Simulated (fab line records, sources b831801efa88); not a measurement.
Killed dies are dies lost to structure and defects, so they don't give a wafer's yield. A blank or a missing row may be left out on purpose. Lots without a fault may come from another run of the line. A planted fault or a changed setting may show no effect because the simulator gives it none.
fab line records | flow sky130
record lots=5 wafers=23
route steps=708 shown LDD_HVP@281 LDD_LDN@297 SD_P@326 RES_XHIGH@334 SD_N@344 LI_CONTACT@382 CONTACT@408
start_h: hours from the record's first day to the start of the lot's first wafer shown | wait_h: hours since the lot's step before | " the same as in the row above | L1.1+2: a row that stands for several wafers | - no value, or no start given | * or withheld: withheld | < > ~ a bound
route shown NAME@n: a module of which the file shows steps, and the number in the route of the first | usual: mean/standard deviation of fault-free wafers | same: alike in all rows | chamber/n: place in a boat | sites: the reading at each site | _std_site: their standard deviation | _edge_site: outer sites' mean less inner sites' | radius_mm: how far each site lies from the wafer's centre | mask NAME#n: copy n | behind: the tool/chamber that last shaped the wafer | hold: why the lot was held/for how many hours/how that ended | device: the transistor (n, p or np) that didn't switch | end of line: the same wafers' tests at the end of the route | a step without rows: its recipe alone | killed: dies lost to structure and defects at the first sort, not the wafer's yield | map: a wafer's dies, x killed, . not, _ none there
set.NAME: the setting as run; set.NAME@STEP: as run at that earlier step | model.NAME: the simulator's own value behind a step, which no gauge read
lots whose settings were changed on purpose; a table a step, a row a wafer
## steps
# step SKY_LDD_HVP_SOFTBAKE_03
# recipe temp_c=90 time_s=60 resist=NOVOLAK
# columns lot.wafer tool chamber start_h wait_h set.temp_c
L074.1+2+5 litho_track-03 0 470.28 0.1 90
L077.2+3+4+5+6 litho_track-03 0 507.75 0.1 90
L078.1+4+5 litho_track-03 0 509.83 0.1 90
L078.3+6 " 0 " " 92.69
L080.1+5+6 litho_track-01 0 531.94 0.1 90
L080.2+3 " 0 " " 87.14
L084.1+2 litho_track-04 0 587.94 0.1 86.57
L084.3+4+6 " 0 " " 90
# step SKY_LDD_HVP_EXPOSE_04
# recipe mask_id=HVPTM na=0.6 source_shape=conventional sigma_outer=0.6 polarization=unpolarized target_cd_nm=700 dose_mj=86
# step SKY_LDD_HVP_PEB_05
# recipe temp_c=withheld time_s=* resist=NOVOLAK
# step SKY_LDD_HVP_DEVELOP_06
# recipe resist=NOVOLAK developer=TMAH develop_time_s=60 dev_temp_c=23
# columns lot.wafer tool chamber start_h wait_h set.temp_c@LDD_HVP_SOFTBAKE_03 model.NOVOLAK_of_LDD_HVP_COAT_02.thk_nm
L074.1 litho_track-01 0 485.99 0.1 90 299.9
L074.2 " 0 " " 90 299.6
L074.5 " 0 " " 90 300
L077.2+4 litho_track-04 0 522.56 0.1 90 300.7
L077.3+5 " 0 " " 90 301.2
L077.6 " 0 " " 90 300
L078.1 litho_track-01 0 524.69 0.1 90 299.7
L078.3 " 0 " " 92.69 297.2
L078.4 " 0 " " 90 299.2
L078.5 " 0 " " 90 300
L078.6 " 0 " " 92.69 297.7
L080.1 litho_track-03 0 547.23 0.1 90 300.1
L080.2 " 0 " " 87.14 302.6
L080.3 " 0 " " 87.14 301.8
L080.5 " 0 " " 90 301.3
L080.6 " 0 " " 90 299.8
L084.1 litho_track-01 0 602.39 0.1 86.57 301.2
L084.2 " 0 " " 86.57 300.6
L084.3 " 0 " " 90 299
L084.4 " 0 " " 90 298
L084.6 " 0 " " 90 297.8
# step SKY_LDD_LDN_IMPLANT_08
# recipe species=As energy_kev=15 dose_cm2=1.25e+13 tilt_deg=withheld rotation_deg=23
# columns lot.wafer tool chamber start_h wait_h set.energy_kev model.implant.drp_nm model.implant.rp_nm
L074.1+2+5 implanter-03 0 516.93 0.0 15 5.933 12.87
L077.2+4+5 implanter-04 0 553.10 0.0 15 5.933 12.61
L077.3+6 " 0 " " 14.31 5.743 12.52
L078.1+4 implanter-04 0 554.96 0.0 15 5.933 12.66
L078.3+5+6 " 0 " " 14.13 5.693 12.55
L080.1+2+3+5+6 implanter-01 0 576.62 0.0 15 5.933 12.81
L084.1+3+4 implanter-01 0 632.41 0.0 15 5.933 12.98
L084.2+6 " 0 " " 15.81 6.146 13.47
# step SKY_LDD_LDN_IMPLANT_09
# recipe species=As energy_kev=15 dose_cm2=1.25e+13 tilt_deg=withheld rotation_deg=113
# columns lot.wafer tool chamber start_h wait_h set.energy_kev model.implant.drp_nm
L074.1+2+5 implanter-03 0 517.08 0.1 15 5.933
L077.2+4+6 implanter-04 0 553.25 0.1 15 5.933
L077.3+5 " 0 " " 15.27 6.005
L078.1+4+6 implanter-04 0 555.11 0.1 14.44 5.779
L078.3+5 " 0 " " 15 5.933
L080.1+2+3+5+6 implanter-01 0 576.77 0.1 15 5.933
L084.1+2+3 implanter-01 0 632.56 0.1 14.72 5.857
L084.4+6 " 0 " " 15 5.933
# step SKY_SD_P_DEVELOP_06
# recipe resist=NOVOLAK developer=TMAH develop_time_s=60 dev_temp_c=23
# columns lot.wafer tool chamber start_h wait_h set.dev_temp_c
L074.1+2+5 litho_track-01 0 579.19 0.1 23
L077.2+4 litho_track-02 0 613.65 0.1 25.01
L077.3+5+6 " 0 " " 23
L078.1+5+6 litho_track-03 0 616.18 0.1 24.28
L078.3+4 " 0 " " 23
L080.1+3+5 litho_track-01 0 636.59 0.1 24.12
L080.2+6 " 0 " " 23
L084.1+3 litho_track-01 0 691.84 0.1 25.55
L084.2+4+6 " 0 " " 23
# step SKY_SD_P_CD_MEAS_07
# recipe target_cd_nm=380
# usual cd_nm=380.7/1.8
# columns lot.wafer tool chamber start_h wait_h set.dev_temp_c@SD_P_DEVELOP_06 cd_nm
L074.1 cd_sem-02 - 579.34 0.1 23 381.1
L074.2 " - " " 23 382.3
L074.5 " - " " 23 381.4
L077.2 cd_sem-01 - 613.79 0.1 25.01 377.3
L077.3 " - " " 23 381.0
L077.4 " - " " 25.01 375.5
L077.5 " - " " 23 382.3
L077.6 " - " " 23 381.4
L078.1 cd_sem-02 - 616.33 0.1 24.28 374.7
L078.3 " - " " 23 377.9
L078.4 " - " " 23 379.5
L078.5 " - " " 24.28 374.1
L078.6 " - " " 24.28 373.9
L080.1 cd_sem-02 - 636.74 0.1 24.12 381.0
L080.2 " - " " 23 381.6
L080.3 " - " " 24.12 378.4
L080.5 " - " " 24.12 377.6
L080.6 " - " " 23 382.1
L084.1 cd_sem-02 - 691.99 0.1 25.55 371.7
L084.2 " - " " 23 382.8
L084.3 " - " " 25.55 372.0
L084.4 " - " " 23 381.7
L084.6 " - " " 23 384.7
# step SKY_RES_XHIGH_COAT_02
# recipe resist=NOVOLAK spin_rpm=3000 resist_thk_nm=1140
# columns lot.wafer tool chamber start_h wait_h set.resist_thk_nm model.NOVOLAK_of_RES_XHIGH_COAT_02.thk_nm
L074.1 litho_track-01 0 594.09 0.1 1140 1145
L074.2 " 0 " " 1140 1147
L074.5 " 0 " " 1140 1142
L077.2 litho_track-01 0 628.52 0.1 1140 1143
L077.3 " 0 " " 1179 1183
L077.4 " 0 " " 1179 1186
L077.5 " 0 " " 1140 1144
L077.6 " 0 " " 1179 1181
L078.1+5 litho_track-04 0 630.99 0.1 1140 1142
L078.3 " 0 " " 1140 1145
L078.4 " 0 " " 1205 1209
L078.6 " 0 " " 1205 1207
L080.1 litho_track-04 0 651.49 0.1 1181 1178
L080.2 " 0 " " 1181 1180
L080.3 " 0 " " 1181 1175
L080.5 " 0 " " 1140 1139
L080.6 " 0 " " 1140 1138
L084.1 litho_track-01 0 705.39 0.1 1140 1135
L084.2+4 " 0 " " 1140 1136
L084.3 " 0 " " 1140 1133
L084.6 " 0 " " 1140 1137
# step SKY_RES_XHIGH_SOFTBAKE_03
# recipe temp_c=90 time_s=60 resist=NOVOLAK
# step SKY_RES_XHIGH_EXPOSE_04
# recipe mask_id=URPM na=0.6 source_shape=conventional sigma_outer=0.6 polarization=unpolarized target_cd_nm=1270 dose_mj=140
# step SKY_RES_XHIGH_DEVELOP_06
# recipe resist=NOVOLAK developer=TMAH develop_time_s=60 dev_temp_c=23
# step SKY_RES_XHIGH_IMPLANT_07
# recipe species=BF2 energy_kev=20.28 dose_cm2=3.6e+14 tilt_deg=0
# step SKY_RES_XHIGH_STRIP_08
# recipe chemistry=O2/N2 power_w=1400 pressure_mtorr=1500 platen_temp_c=withheld o2_flow_sccm=3000 n2_flow_sccm=300 overash_fraction=0.5
# usual strip_time_to_endpoint_s=14.26/0.045
# columns lot.wafer tool chamber start_h wait_h set.resist_thk_nm@RES_XHIGH_COAT_02 strip_time_to_endpoint_s
L074.1 plasma_asher-04 0 609.23 0.1 1140 14.34
L074.2 " 1 " " 1140 14.36
L074.5 " 0 " " 1140 14.29
L077.2 plasma_asher-02 0 643.13 0.1 1140 14.31
L077.3 " 1 " " 1179 14.74
L077.4 " 0 " " 1179 14.80
L077.5 " 0 " " 1140 14.32
L077.6 " 1 " " 1179 14.71
L078.1 plasma_asher-02 0 645.94 0.1 1140 14.30
L078.3 " 1 " " 1140 14.34
L078.4 " 0 " " 1205 15.04
L078.5 " 1 " " 1140 14.31
L078.6 " 0 " " 1205 15.01
L080.1 plasma_asher-02 0 665.44 0.1 1181 14.68
L080.2 " 1 " " 1181 14.70
L080.3 " 1 " " 1181 14.65
L080.5 " 0 " " 1140 14.26
L080.6 " 1 " " 1140 14.25
L084.1 plasma_asher-04 1 720.33 0.1 1140 14.24
L084.2 " 0 " " 1140 14.24
L084.3 " 0 " " 1140 14.18
L084.4 " 1 " " 1140 14.23
L084.6 " 0 " " 1140 14.24
# step SKY_SD_N_COAT_02
# recipe resist=NOVOLAK spin_rpm=3000 resist_thk_nm=1140
# columns lot.wafer tool chamber start_h wait_h set.resist_thk_nm model.NOVOLAK_of_SD_N_COAT_02.thk_nm
L074.1 litho_track-02 0 623.82 0.1 1140 1148
L074.2 " 0 " " 1140 1144
L074.5 " 0 " " 1140 1143
L077.2 litho_track-02 0 657.25 0.1 1140 1139
L077.3 " 0 " " 1140 1136
L077.4 " 0 " " 1160 1158
L077.5 " 0 " " 1160 1157
L077.6 " 0 " " 1140 1140
L078.1 litho_track-04 0 660.14 0.1 1140 1142
L078.3 " 0 " " 1140 1145
L078.4 " 0 " " 1140 1141
L078.5 " 0 " " 1075 1075
L078.6 " 0 " " 1075 1077
L080.1 litho_track-04 0 680.04 0.1 1188 1189
L080.2 " 0 " " 1188 1190
L080.3 " 0 " " 1140 1140
L080.5+6 " 0 " " 1140 1143
L084.1 litho_track-04 0 733.69 0.1 1140 1143
L084.2 " 0 " " 1174 1175
L084.3 " 0 " " 1174 1177
L084.4 " 0 " " 1140 1142
L084.6 " 0 " " 1140 1141
# step SKY_SD_N_SOFTBAKE_03
# recipe temp_c=90 time_s=60 resist=NOVOLAK
# step SKY_SD_N_EXPOSE_04
# recipe mask_id=NSDM na=0.6 source_shape=conventional sigma_outer=0.6 polarization=unpolarized target_cd_nm=380 dose_mj=141
# step SKY_SD_N_PEB_05
# recipe temp_c=withheld time_s=* resist=NOVOLAK
# step SKY_SD_N_DEVELOP_06
# recipe resist=NOVOLAK developer=TMAH develop_time_s=60 dev_temp_c=23
# step SKY_SD_N_CD_MEAS_07
# recipe target_cd_nm=380
# usual cd_nm=379.3/2.4
# columns lot.wafer tool chamber start_h wait_h set.resist_thk_nm@SD_N_COAT_02 cd_nm
L074.1 cd_sem-02 - 638.07 0.1 1140 381.0
L074.2 " - " " 1140 383.0
L074.5 " - " " 1140 384.5
L077.2 cd_sem-02 - 671.66 0.1 1140 380.8
L077.3 " - " " 1140 380.4
L077.4 " - " " 1160 379.5
L077.5 " - " " 1160 379.9
L077.6 " - " " 1140 381.6
L078.1 cd_sem-01 - 674.57 0.1 1140 379.1
L078.3 " - " " 1140 376.9
L078.4 " - " " 1140 379.2
L078.5 " - " " 1075 384.3
L078.6 " - " " 1075 385.0
L080.1 cd_sem-01 - 693.87 0.1 1188 374.0
L080.2 " - " " 1188 373.5
L080.3 " - " " 1140 379.1
L080.5 " - " " 1140 378.9
L080.6 " - " " 1140 378.6
L084.1 cd_sem-01 - 747.29 0.1 1140 381.4
L084.2 " - " " 1174 376.1
L084.3 " - " " 1174 376.4
L084.4 " - " " 1140 380.1
L084.6 " - " " 1140 381.1
# step SKY_SD_N_IMPLANT_09
# recipe species=As energy_kev=50 dose_cm2=4e+15 tilt_deg=0
# columns lot.wafer tool chamber start_h wait_h set.energy_kev model.implant.rp_nm model.implant.drp_nm
L074.1+2+5 implanter-02 0 638.23 0.0 50 32.9 14.11
L077.2+3+5 implanter-01 0 671.82 0.0 50 33.13 14.11
L077.4+6 " 0 " " 47.63 31.85 13.61
L078.1+3+4+5+6 implanter-02 0 674.73 0.0 50 32.38 14.11
L080.1+5 implanter-01 0 694.03 0.0 50 32.59 14.11
L080.2+3+6 " 0 " " 48.92 32.01 13.88
L084.1+2 implanter-04 0 747.44 0.0 52.01 32.88 14.53
L084.3+4+6 " 0 " " 50 31.84 14.11
# step SKY_SD_N_IMPLANT_10
# recipe species=P energy_kev=20 dose_cm2=1e+14 tilt_deg=0
# step SKY_SD_N_STRIP_11
# recipe chemistry=O2/N2 power_w=1400 pressure_mtorr=1500 platen_temp_c=withheld o2_flow_sccm=3000 n2_flow_sccm=300 overash_fraction=0.5
# usual strip_time_to_endpoint_s=22.55/0.043
# columns lot.wafer tool chamber start_h wait_h set.resist_thk_nm@SD_N_COAT_02 set.energy_kev@SD_N_IMPLANT_09 strip_time_to_endpoint_s
L074.1 plasma_asher-01 1 638.53 0.1 1140 50 22.63
L074.2 " 0 " " 1140 50 22.58
L074.5 " 1 " " 1140 50 22.58
L077.2 plasma_asher-04 1 672.09 0.1 1140 50 22.55
L077.3 " 1 " " 1140 50 22.51
L077.4 " 0 " " 1160 47.63 22.39
L077.5 " 1 " " 1160 50 22.71
L077.6 " 0 " " 1140 47.63 22.19
L078.1 plasma_asher-01 1 675.03 0.1 1140 50 22.59
L078.3 " 0 " " 1140 50 22.61
L078.4 " 1 " " 1140 50 22.57
L078.5 " 1 " " 1075 50 21.80
L078.6 " 0 " " 1075 50 21.82
L080.1 plasma_asher-03 0 694.33 0.1 1188 50 23.08
L080.2 " 1 " " 1188 48.92 22.93
L080.3 " 1 " " 1140 48.92 22.41
L080.5 " 0 " " 1140 50 22.57
L080.6 " 1 " " 1140 48.92 22.44
L084.1 plasma_asher-04 0 747.74 0.1 1140 52.01 22.89
L084.2 " 1 " " 1174 52.01 23.22
L084.3 " 1 " " 1174 50 22.95
L084.4 " 0 " " 1140 50 22.57
L084.6 " 0 " " 1140 50 22.56
# step SKY_SD_N_CLEAN_13
# recipe chemistry=SC1/SC2 mix=1:4:20 temp_c=70 time_s=150 dry=n2_spin
# step SKY_SD_N_RTA_14
# recipe temp_c=1075 time_s=2 idle_temp_c=650 ramp_up_c_per_s=150 ramp_down_c_per_s=90 ambient=N2
# step SKY_SD_N_RS_MEAS_16
# recipe thk_meas_gauge=four-point-probe
# usual SD_N_RS=68.50/0.12
# columns lot.wafer tool chamber start_h wait_h set.energy_kev@SD_N_IMPLANT_09 SD_N_RS[ohm/sq]
L074.1 film_metro-02 - 638.92 0.1 50 68.48
L074.2 " - " " 50 68.36
L074.5 " - " " 50 68.53
L077.2 film_metro-04 - 672.50 0.1 50 68.58
L077.3 " - " " 50 68.42
L077.4 " - " " 47.63 70.29
L077.5 " - " " 50 68.55
L077.6 " - " " 47.63 70.25
L078.1 film_metro-02 - 675.42 0.1 50 68.57
L078.3 " - " " 50 68.37
L078.4 " - " " 50 68.54
L078.5 " - " " 50 68.48
L078.6 " - " " 50 68.41
L080.1 film_metro-02 - 694.71 0.1 50 68.27
L080.2 " - " " 48.92 69.19
L080.3 " - " " 48.92 69.25
L080.5 " - " " 50 68.34
L080.6 " - " " 48.92 69.20
L084.1 film_metro-01 - 748.13 0.1 52.01 67.11
L084.2 " - " " 52.01 66.95
L084.3 " - " " 50 68.47
L084.4 " - " " 50 68.47
L084.6 " - " " 50 68.54
# step SKY_LI_CONTACT_SPUTTER_20
# recipe material=TiN target_thk_nm=20 chamber_pressure_pa=5 power_w=4000 time_s=80
# columns lot.wafer tool chamber start_h wait_h set.power_w model.TiN_of_LI_CONTACT_SPUTTER_20.thk_nm
L074.1 pvd_sputter-01 - 669.31 0.0 4000 19.97
L074.2 " - " " 4000 20.15
L074.5 " - " " 4000 20.2
L077.2 pvd_sputter-01 - 701.94 0.0 4000 19.8
L077.3 " - " " 4000 19.78
L077.4 " - " " 4000 19.96
L077.5 " - " " 4000 19.87
L077.6 " - " " 4000 19.83
L078.1 pvd_sputter-01 - 704.39 0.0 3854 19.52
L078.3 " - " " 4000 20.05
L078.4 " - " " 3854 19.5
L078.5 " - " " 4000 20.43
L078.6 " - " " 4000 20.24
L080.1 pvd_sputter-01 - 724.43 0.0 4000 19.87
L080.2 " - " " 3564 17.75
L080.3 " - " " 4000 19.91
L080.5 " - " " 3564 17.55
L080.6 " - " " 4000 20
L084.1 pvd_sputter-04 - 776.84 0.0 4000 20.26
L084.2 " - " " 4128 21.02
L084.3 " - " " 4000 20.18
L084.4 " - " " 4128 21.15
L084.6 " - " " 4000 20.34
# step SKY_CONTACT_HDPCVD_02
# recipe material=SiO2 target_thk_nm=565 sigma_open_frac=0.3 time_s=94.2 temp_c=600 sih4_flow_sccm=60 pressure_mtorr=6
# columns lot.wafer tool chamber start_h wait_h set.time_s model.SiO2_of_CONTACT_HDPCVD_02.thk_nm
L074.1 hdpcvd-01 0 698.83 0.1 94.2 571.9
L074.2 " 2 " " 94.2 560.5
L074.5 " 2 " " 94.2 565.3
L077.2+6 hdpcvd-02 0 731.80 0.0 94.2 -
L077.3 " 1 " " 101.7 -
L077.4 " 1 " " 94.2 562
L077.5 " 2 " " 101.7 611.5
L078.1 hdpcvd-02 1 734.02 0.1 94.2 -
L078.3 " 0 " " 97.93 -
L078.4 " 2 " " 97.93 588.9
L078.5 " 1 " " 97.93 583.3
L078.6 " 0 " " 94.2 560.2
L080.1 hdpcvd-02 1 754.06 0.1 94.2 564.9
L080.2 " 0 " " 104.3 628
L080.3 " 2 " " 104.3 622.2
L080.5 " 1 " " 104.3 625.6
L080.6 " 0 " " 94.2 576.2
L084.1 hdpcvd-01 2 804.60 0.1 94.2 567.1
L084.2 " 1 " " 94.2 563.9
L084.3 " 0 " " 101.2 624.9
L084.4 " 2 " " 101.2 607.4
L084.6 " 1 " " 94.2 567.5
# step SKY_CONTACT_THK_MEAS_03
# recipe reads=SiO2_of_CONTACT_HDPCVD_02
# usual CONTACT_HDPCVD_THK=565/5.7
# columns lot.wafer tool chamber start_h wait_h set.time_s@CONTACT_HDPCVD_02 CONTACT_HDPCVD_THK[nm]
L074.1 film_metro-02 - 698.94 0.1 94.2 572
L074.2 " - " " 94.2 561
L074.5 " - " " 94.2 565
L077.2 film_metro-02 - 731.88 0.0 94.2 568
L077.3 " - " " 101.7 608
L077.4 " - " " 94.2 562
L077.5 " - " " 101.7 612
L077.6 " - " " 94.2 572
L078.1 film_metro-04 - 734.09 0.0 94.2 560
L078.3 " - " " 97.93 583
L078.4 " - " " 97.93 589
L078.5 " - " " 97.93 583
L078.6 " - " " 94.2 560
L080.1 film_metro-03 - 754.13 0.0 94.2 565
L080.2 " - " " 104.3 628
L080.3 " - " " 104.3 622
L080.5 " - " " 104.3 626
L080.6 " - " " 94.2 576
L084.1 film_metro-04 - 804.67 0.0 94.2 567
L084.2 " - " " 94.2 564
L084.3 " - " " 101.2 625
L084.4 " - " " 101.2 608
L084.6 " - " " 94.2 567
# step SKY_CONTACT_CMP_04
# recipe material=SiO2 down_force_psi=4 platen_rpm=60 pad_velocity_m_s=0.94248
# usual time_to_endpoint_s=80/4.7
# columns lot.wafer tool chamber start_h wait_h set.time_s@CONTACT_HDPCVD_02 time_to_endpoint_s
L074.1 cmp-02 1 699.00 0.1 94.2 86
L074.2 " 3 " " 94.2 81
L074.5 " 2 " " 94.2 83
L077.3 cmp-01 1 731.93 0.0 101.7 94
L077.2 " 2 " " 94.2 83
L077.4 " 0 " " 94.2 90
L077.6 " 1 " " 94.2 86
L077.5 " 2 " " 101.7 93
L078.4 cmp-01 3 734.20 0.1 97.93 91
L078.3 " 0 " " 97.93 95
L078.1 " 1 " " 94.2 81
L078.5 " 2 " " 97.93 81
L078.6 " 3 " " 94.2 81
L080.2 cmp-02 3 754.24 0.1 104.3 105
L080.1 " 0 " " 94.2 77
L080.3 " 1 " " 104.3 106
L080.6 " 2 " " 94.2 84
L080.5 " 3 " " 104.3 104
L084.2 cmp-02 0 804.73 0.0 94.2 75
L084.3 " 1 " " 101.2 102
L084.4 " 2 " " 101.2 89
L084.1 " 3 " " 94.2 80
L084.6 " 0 " " 94.2 76
# step SKY_CONTACT_COAT_09
# recipe resist=KrF-thick spin_rpm=3000 resist_thk_nm=450
# columns lot.wafer tool chamber start_h wait_h set.resist_thk_nm model.KrF-thick_of_CONTACT_COAT_09.thk_nm
L074.1 litho_track-01 0 - - 450 449.5
L074.2 " 0 " " 450 451.2
L074.5 " 0 " " 450 449.4
L077.2 litho_track-03 0 - - 460.7 459.6
L077.3 " 0 " " 460.7 459.5
L077.4 " 0 " " 460.7 459
L077.5 " 0 " " 450 448.4
L077.6 " 0 " " 450 447.6
L078.1 litho_track-01 0 - - 471.7 469.6
L078.3 " 0 " " 450 449
L078.4 " 0 " " 471.7 470.6
L078.5 " 0 " " 471.7 469.5
L078.6 " 0 " " 450 448.2
L080.1 litho_track-03 0 - - 450 449.3
L080.2 " 0 " " 450 448
L080.3 " 0 " " 450 448.2
L080.5 " 0 " " 450 449.7
L080.6 " 0 " " 450 449.8
L084.1 litho_track-03 0 - - 436.5 436
L084.2 " 0 " " 450 448.1
L084.3 " 0 " " 450 449.1
L084.4 " 0 " " 436.5 435.9
L084.6 " 0 " " 450 449.2
## key
split step=SKY_LDD_HVP_SOFTBAKE_03 setting=temp_c stated=90 by=wafer
response step=SKY_LDD_HVP_DEVELOP_06 reading=model.NOVOLAK_of_LDD_HVP_COAT_02.thk_nm change=-0.662 per=1% r=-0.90
split step=SKY_LDD_LDN_IMPLANT_08 setting=energy_kev stated=15 by=wafer
response step=SKY_LDD_LDN_IMPLANT_08 reading=model.implant.drp_nm change=+0.0407 per=1% r=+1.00
response step=SKY_LDD_LDN_IMPLANT_08 reading=model.implant.rp_nm shape=bent at_lowest=12.55 at_stated=12.79 at_highest=13.47
split step=SKY_LDD_LDN_IMPLANT_09 setting=energy_kev stated=15 by=wafer
response step=SKY_LDD_LDN_IMPLANT_09 reading=model.implant.drp_nm change=+0.041 per=1% r=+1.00
split step=SKY_SD_P_DEVELOP_06 setting=dev_temp_c stated=23 by=wafer
response step=SKY_SD_P_CD_MEAS_07 reading=cd_nm change=-0.82 per=1% r=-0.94
split step=SKY_RES_XHIGH_COAT_02 setting=resist_thk_nm stated=1140 by=wafer
response step=SKY_RES_XHIGH_COAT_02 reading=model.NOVOLAK_of_RES_XHIGH_COAT_02.thk_nm change=+11.3 per=1% r=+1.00
response step=SKY_RES_XHIGH_STRIP_08 reading=strip_time_to_endpoint_s change=* per=1% r=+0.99
split step=SKY_SD_N_COAT_02 setting=resist_thk_nm stated=1140 by=wafer
response step=SKY_SD_N_COAT_02 reading=model.NOVOLAK_of_SD_N_COAT_02.thk_nm change=+11.5 per=1% r=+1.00
response step=SKY_SD_N_CD_MEAS_07 reading=cd_nm change=-1.17 per=1% r=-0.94
response step=SKY_SD_N_STRIP_11 reading=strip_time_to_endpoint_s change=* per=1% r=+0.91
split step=SKY_SD_N_IMPLANT_09 setting=energy_kev stated=50 by=wafer
response step=SKY_SD_N_IMPLANT_09 reading=model.implant.rp_nm change=+0.265 per=1% r=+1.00
response step=SKY_SD_N_IMPLANT_09 reading=model.implant.drp_nm change=+0.106 per=1% r=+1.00
response step=SKY_SD_N_RS_MEAS_16 reading=SD_N_RS change=-0.374 per=1% r=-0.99
response step=SKY_SD_N_STRIP_11 reading=strip_time_to_endpoint_s slope=* per=1% together_with=resist_thk_nm@SD_N_COAT_02 explained=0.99
split step=SKY_LI_CONTACT_SPUTTER_20 setting=power_w stated=4000 by=wafer
response step=SKY_LI_CONTACT_SPUTTER_20 reading=model.TiN_of_LI_CONTACT_SPUTTER_20.thk_nm change=+0.211 per=1% r=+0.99
split step=SKY_CONTACT_HDPCVD_02 setting=time_s stated=94.2 by=wafer
response step=SKY_CONTACT_HDPCVD_02 reading=model.SiO2_of_CONTACT_HDPCVD_02.thk_nm change=+5.75 per=1% r=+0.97
response step=SKY_CONTACT_THK_MEAS_03 reading=CONTACT_HDPCVD_THK change=+5.62 per=1% r=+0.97
response step=SKY_CONTACT_CMP_04 reading=time_to_endpoint_s change=* per=1% r=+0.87
split step=SKY_CONTACT_COAT_09 setting=resist_thk_nm stated=450 by=wafer
response step=SKY_CONTACT_COAT_09 reading=model.KrF-thick_of_CONTACT_COAT_09.thk_nm change=+4.44 per=1% r=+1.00
